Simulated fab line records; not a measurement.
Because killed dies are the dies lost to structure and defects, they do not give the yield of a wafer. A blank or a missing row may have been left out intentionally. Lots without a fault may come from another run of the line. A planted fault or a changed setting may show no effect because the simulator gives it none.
Which of the tools did it? + flow sky130 + 6 lots, 18 wafers sampled, at 1 step of a route of 708

== WHAT EACH GAUGE READ, for each wafer ==
SKY_RES_PROTECT_TW_MEAS_08.
| lot  | measured     | on            | POLY_GATE_TW   |
|------|--------------|---------------|----------------|
| L739 | day 16 10:58 | film-metro-03 | 4040 4005 4002 |
| L741 | day 17 14:20 | film-metro-03 | 4017 4002 3978 |
| L745 | day 17 23:42 | film-metro-04 | 4064 4072 4047 |
| L749 | day 19 02:26 | film-metro-02 | 4043 4050 4054 |
| L757 | day 22 11:35 | film-metro-04 | 4062 4056 4051 |
| L759 | day 22 14:47 | film-metro-02 | 4022 4042 4032 |

== WHICH TOOL RAN EACH LOT (tool, then ch and the chambers of the sampled wafers, then the start) ==
No process step before these readings appears in the record.

== THE ANSWER, worked out from the rows above alone ==
Rule: the lots themselves supply what counts as usual. The widest of any qualifying gaps counts: lots, ordered by their means at a reading, are off when they make up no more than a third of the lots, leave a main group of 4 or more, and stand apart from it by 3 or more times the standard deviation of that group's means. Not used: any main group whose means are identical at the precision the tables above print for the reading. Also off: a lot with no number at a reading for which 4 or more lots have one. The other lots that the step has rows for count as sound.
Across all readings shown, no lot is off: no conclusion can be drawn from this.

== WHAT THE SIMULATOR HAD PUT IN ==
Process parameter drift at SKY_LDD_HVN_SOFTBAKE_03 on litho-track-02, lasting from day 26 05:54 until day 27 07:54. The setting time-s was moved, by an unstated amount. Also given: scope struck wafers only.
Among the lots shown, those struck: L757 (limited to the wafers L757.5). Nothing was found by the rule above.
